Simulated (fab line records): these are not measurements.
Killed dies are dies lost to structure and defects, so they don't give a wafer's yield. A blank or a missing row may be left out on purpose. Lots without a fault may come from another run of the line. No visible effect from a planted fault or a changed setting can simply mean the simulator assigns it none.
Which tool was responsible? :: flow sky130 :: 12 lots, 36 wafers sampled, at 6 steps of a route of 708

WHAT EACH GAUGE READ, for each wafer
SKY_FIELD_ISO_CD_MEAS_13: target cd 150 nm. Usual: cd nm reads 150.5 nm (standard deviation 1.6).
lot: L947
measured: day 2 08:59
on: cd sem-02
cd nm (nm): 148.5 149.7 150.2
flag: 

lot: L949
measured: day 2 22:23
on: cd sem-01
cd nm (nm): 152.1 151.1 151.3
flag: 

lot: L950
measured: day 3 04:26
on: cd sem-02
cd nm (nm): 151.5 149.3 150.1
flag: 

lot: L951
measured: day 3 09:19
on: cd sem-02
cd nm (nm): 152.1 152.8 151.4
flag: 

lot: L952
measured: day 3 13:41
on: cd sem-01
cd nm (nm): 150.8 151.0 149.3
flag: 

lot: L955
measured: day 4 03:04
on: cd sem-01
cd nm (nm): 150.8 150.7 150.9
flag: 

lot: L956
measured: day 4 07:29
on: cd sem-01
cd nm (nm): 151.8 150.1 150.1
flag: 

lot: L957
measured: day 4 14:14
on: cd sem-02
cd nm (nm): 152.3 150.8 151.3
flag: 

lot: L958
measured: day 4 21:23
on: cd sem-01
cd nm (nm): 147.3 146.2 150.2
flag: 

lot: L963
measured: day 6 10:35
on: cd sem-02
cd nm (nm): 153.0 153.5 151.2
flag: 

lot: L966
measured: day 6 16:10
on: cd sem-01
cd nm (nm): 150.8 152.5 151.7
flag: 

lot: L967
measured: day 6 20:40
on: cd sem-02
cd nm (nm): 150.0 153.6 151.5
flag: 

SKY_PWDE_OVL_MEAS_07. Usual: PWDE_OVL typically reads -0.4 nm, with standard deviation 1.6.
lot: L947
measured: day 4 01:46
on: overlay-02
PWDE_OVL (nm): -2.5 -2.4 -2.5
flag: 

lot: L949
measured: day 4 15:24
on: overlay-01
PWDE_OVL (nm): -0.1 1.2 2.6
flag: 

lot: L950
measured: day 4 20:40
on: overlay-01
PWDE_OVL (nm): 2.4 1.8 0.8
flag: 

lot: L951
measured: day 5 02:22
on: overlay-01
PWDE_OVL (nm): -2.9 -2.5 -2.5
flag: 

lot: L952
measured: day 5 08:19
on: overlay-02
PWDE_OVL (nm): 0.3 -2.8 -1.5
flag: 

lot: L955
measured: day 5 20:50
on: overlay-01
PWDE_OVL (nm): - - -
flag: OFF

lot: L956
measured: day 6 03:10
on: overlay-01
PWDE_OVL (nm): -0.4 -1.2 0.0
flag: 

lot: L957
measured: day 6 09:14
on: overlay-01
PWDE_OVL (nm): -0.2 0.3 -0.6
flag: 

lot: L958
measured: day 6 14:36
on: overlay-02
PWDE_OVL (nm): -0.7 1.0 -1.3
flag: 

lot: L963
measured: day 8 09:09
on: overlay-02
PWDE_OVL (nm): -1.5 0.2 0.8
flag: 

lot: L966
measured: day 8 15:05
on: overlay-02
PWDE_OVL (nm): 0.4 -2.3 -1.6
flag: 

lot: L967
measured: day 8 21:32
on: overlay-02
PWDE_OVL (nm): -0.5 -3.1 -0.7
flag: 

SKY_PWDE_TW_MEAS_10. Usual: PWDE_TW typically reads 372, with standard deviation 4.7.
lot: L947
measured: day 4 02:03
on: film metro-03
PWDE_TW: 375 376 375
flag: 

lot: L949
measured: day 4 15:41
on: film metro-04
PWDE_TW: 366 367 368
flag: 

lot: L950
measured: day 4 20:58
on: film metro-04
PWDE_TW: 368 366 365
flag: 

lot: L951
measured: day 5 02:40
on: film metro-03
PWDE_TW: 378 379 376
flag: 

lot: L952
measured: day 5 08:36
on: film metro-03
PWDE_TW: 373 377 378
flag: 

lot: L955
measured: day 5 21:07
on: film metro-02
PWDE_TW: 30 30 30
flag: OFF

lot: L956
measured: day 6 03:27
on: film metro-04
PWDE_TW: 369 367 368
flag: 

lot: L957
measured: day 6 09:31
on: film metro-04
PWDE_TW: 367 366 366
flag: 

lot: L958
measured: day 6 14:53
on: film metro-02
PWDE_TW: 373 373 373
flag: 

lot: L963
measured: day 8 09:26
on: film metro-04
PWDE_TW: 368 367 367
flag: 

lot: L966
measured: day 8 15:23
on: film metro-04
PWDE_TW: 368 368 367
flag: 

lot: L967
measured: day 8 21:49
on: film metro-02
PWDE_TW: 372 375 373
flag: 

TOOL THAT RAN EACH LOT (tool first, then ch and the chambers of the sampled wafers, then the start)
lot: L947
SKY_FIELD_ISO_STRIP_16: plasma asher-03 ch 0,1, day 2 09:12
SKY_DNWELL_STRIP_08: plasma asher-03 ch 0,1, day 3 09:04
SKY_PWDE_EXPOSE_04: iline stepper-02 ch 0, day 3 17:52

lot: L949
SKY_FIELD_ISO_STRIP_16: plasma asher-04 ch 0,1, day 2 22:36
SKY_DNWELL_STRIP_08: plasma asher-01 ch 0,1, day 3 21:56
SKY_PWDE_EXPOSE_04: iline stepper-01 ch 0, day 4 07:25

lot: L950
SKY_FIELD_ISO_STRIP_16: plasma asher-02 ch 0,1, day 3 04:38
SKY_DNWELL_STRIP_08: plasma asher-04 ch 0,1, day 4 04:40
SKY_PWDE_EXPOSE_04: iline stepper-01 ch 0, day 4 12:26

lot: L951
SKY_FIELD_ISO_STRIP_16: plasma asher-04 ch 0,1, day 3 09:30
SKY_DNWELL_STRIP_08: plasma asher-03 ch 0,1, day 4 08:48
SKY_PWDE_EXPOSE_04: iline stepper-02 ch 0, day 4 17:08

lot: L952
SKY_FIELD_ISO_STRIP_16: plasma asher-04 ch 0,1, day 3 13:55
SKY_DNWELL_STRIP_08: plasma asher-03 ch 0,1, day 4 14:08
SKY_PWDE_EXPOSE_04: iline stepper-02 ch 0, day 4 23:51

lot: L955
SKY_FIELD_ISO_STRIP_16: plasma asher-02 ch 0,1, day 4 03:17
SKY_DNWELL_STRIP_08: plasma asher-03 ch 0,1, day 5 04:59
SKY_PWDE_EXPOSE_04: iline stepper-02 ch 0, day 5 13:16

lot: L956
SKY_FIELD_ISO_STRIP_16: plasma asher-02 ch 0,1, day 4 07:43
SKY_DNWELL_STRIP_08: plasma asher-01 ch 0,1, day 5 09:44
SKY_PWDE_EXPOSE_04: iline stepper-02 ch 0, day 5 18:53

lot: L957
SKY_FIELD_ISO_STRIP_16: plasma asher-04 ch 0,1, day 4 14:28
SKY_DNWELL_STRIP_08: plasma asher-03 ch 0,1, day 5 14:36
SKY_PWDE_EXPOSE_04: iline stepper-01 ch 0, day 5 23:32

lot: L958
SKY_FIELD_ISO_STRIP_16: plasma asher-02 ch 0,1, day 4 21:37
SKY_DNWELL_STRIP_08: plasma asher-03 ch 0,1, day 5 20:00
SKY_PWDE_EXPOSE_04: iline stepper-01 ch 0, day 6 04:25

lot: L963
SKY_FIELD_ISO_STRIP_16: plasma asher-04 ch 0,1, day 6 10:47
SKY_DNWELL_STRIP_08: plasma asher-01 ch 0, day 7 13:19
SKY_PWDE_EXPOSE_04: iline stepper-02 ch 0, day 7 22:59

lot: L966
SKY_FIELD_ISO_STRIP_16: plasma asher-03 ch 0,1, day 6 16:21
SKY_DNWELL_STRIP_08: plasma asher-03 ch 0,1, day 7 18:40
SKY_PWDE_EXPOSE_04: iline stepper-02 ch 0, day 8 05:32

lot: L967
SKY_FIELD_ISO_STRIP_16: plasma asher-03 ch 0,1, day 6 20:53
SKY_DNWELL_STRIP_08: plasma asher-03 ch 0,1, day 8 01:03
SKY_PWDE_EXPOSE_04: iline stepper-02 ch 0, day 8 11:30
- SKY_FIELD_ISO_STRIP_16: strips in O2/N2.
- SKY_DNWELL_STRIP_08: strips in O2/N2.
- SKY_PWDE_EXPOSE_04: exposes mask PWDEM, target cd 840 nm.

AS READ BY THE TOOLS THEMSELVES (means over the sampled wafers that have a number; for cases with no such wafer, the mark the record gives instead)
SKY_FIELD_ISO_STRIP_16. Usual: drypump motor current A 5.5 A, standard deviation 0.41; oes product au 0.378 a.u., standard deviation 0.0044; strip time to endpoint s 3.550 s, standard deviation 0.029.
lot: L947
tool: plasma asher-03
drypump motor current A (A): 5.5
oes product au (a.u.): 0.381
strip time to endpoint s (s): 3.534
flag: 

lot: L949
tool: plasma asher-04
drypump motor current A (A): 5.5
oes product au (a.u.): 0.381
strip time to endpoint s (s): 3.561
flag: 

lot: L950
tool: plasma asher-02
drypump motor current A (A): 5.5
oes product au (a.u.): 0.377
strip time to endpoint s (s): 3.584
flag: 

lot: L951
tool: plasma asher-04
drypump motor current A (A): 5.5
oes product au (a.u.): 0.380
strip time to endpoint s (s): 3.554
flag: 

lot: L952
tool: plasma asher-04
drypump motor current A (A): 5.3
oes product au (a.u.): 0.375
strip time to endpoint s (s): 3.512
flag: 

lot: L955
tool: plasma asher-02
drypump motor current A (A): 5.5
oes product au (a.u.): 0.381
strip time to endpoint s (s): 3.565
flag: 

lot: L956
tool: plasma asher-02
drypump motor current A (A): 5.6
oes product au (a.u.): 0.377
strip time to endpoint s (s): 3.551
flag: 

lot: L957
tool: plasma asher-04
drypump motor current A (A): 5.3
oes product au (a.u.): 0.376
strip time to endpoint s (s): 3.549
flag: 

lot: L958
tool: plasma asher-02
drypump motor current A (A): 5.6
oes product au (a.u.): 0.381
strip time to endpoint s (s): 3.585
flag: 

lot: L963
tool: plasma asher-04
drypump motor current A (A): 5.5
oes product au (a.u.): 0.380
strip time to endpoint s (s): 3.538
flag: 

lot: L966
tool: plasma asher-03
drypump motor current A (A): 6.0
oes product au (a.u.): 0.378
strip time to endpoint s (s): 3.543
flag: 

lot: L967
tool: plasma asher-03
drypump motor current A (A): 5.5
oes product au (a.u.): 0.380
strip time to endpoint s (s): 3.551
flag: 

SKY_DNWELL_STRIP_08. Usual: drypump motor current A 5.6 A, standard deviation 0.54; oes product au 0.723 a.u., standard deviation 0.0047; strip time to endpoint s 36.94 s, standard deviation 0.081.
lot: L947
tool: plasma asher-03
drypump motor current A (A): 6.0
oes product au (a.u.): 0.720
strip time to endpoint s (s): 36.82
flag: 

lot: L949
tool: plasma asher-01
drypump motor current A (A): 5.7
oes product au (a.u.): 0.722
strip time to endpoint s (s): 36.98
flag: 

lot: L950
tool: plasma asher-04
drypump motor current A (A): 5.3
oes product au (a.u.): 0.725
strip time to endpoint s (s): 36.84
flag: 

lot: L951
tool: plasma asher-03
drypump motor current A (A): 6.0
oes product au (a.u.): 0.719
strip time to endpoint s (s): 36.88
flag: 

lot: L952
tool: plasma asher-03
drypump motor current A (A): 5.5
oes product au (a.u.): 0.719
strip time to endpoint s (s): 36.93
flag: 

lot: L955
tool: plasma asher-03
drypump motor current A (A): 6.0
oes product au (a.u.): 0.726
strip time to endpoint s (s): 36.89
flag: 

lot: L956
tool: plasma asher-01
drypump motor current A (A): 5.7
oes product au (a.u.): 0.721
strip time to endpoint s (s): 36.99
flag: 

lot: L957
tool: plasma asher-03
drypump motor current A (A): 5.5
oes product au (a.u.): 0.723
strip time to endpoint s (s): 36.93
flag: 

lot: L958
tool: plasma asher-03
drypump motor current A (A): 5.5
oes product au (a.u.): 0.723
strip time to endpoint s (s): 36.92
flag: 

lot: L963
tool: plasma asher-01
drypump motor current A (A): 5.8
oes product au (a.u.): 0.724
strip time to endpoint s (s): 36.94
flag: 

lot: L966
tool: plasma asher-03
drypump motor current A (A): 6.0
oes product au (a.u.): 0.729
strip time to endpoint s (s): 36.98
flag: 

lot: L967
tool: plasma asher-03
drypump motor current A (A): 5.5
oes product au (a.u.): 0.720
strip time to endpoint s (s): 36.92
flag: 

THE ANSWER, worked out from the rows above alone
Rule: take the mean of a lot's wafers that have a number; if it is more than 3 standard deviations from the usual mean, the lot is off. Also off: a lot with no number at a reading for which 4 or more lots have one. The other lots that the step has rows for count as sound. The gauges are gone through in route order, then the tools' own readings, and for those a lot's mean is taken as printed above. At the first step where some lot is off, the reading lying furthest off is the one used; lots without a number count as furthest.
Off: at SKY_PWDE_OVL_MEAS_07 (PWDE_OVL), L955. Without a number there: L955.
A tool fits if, at a process step before that reading, it ran every lot that is off, and no sound lot after the first of them. The gauges at SKY_PWDE_OVL_MEAS_07 aren't tried: what is off there is off at SKY_PWDE_TW_MEAS_10 too, on other tools, and a gauge's error can't cause that. None of those tried fits.

WHAT THE SIMULATOR PUT IN
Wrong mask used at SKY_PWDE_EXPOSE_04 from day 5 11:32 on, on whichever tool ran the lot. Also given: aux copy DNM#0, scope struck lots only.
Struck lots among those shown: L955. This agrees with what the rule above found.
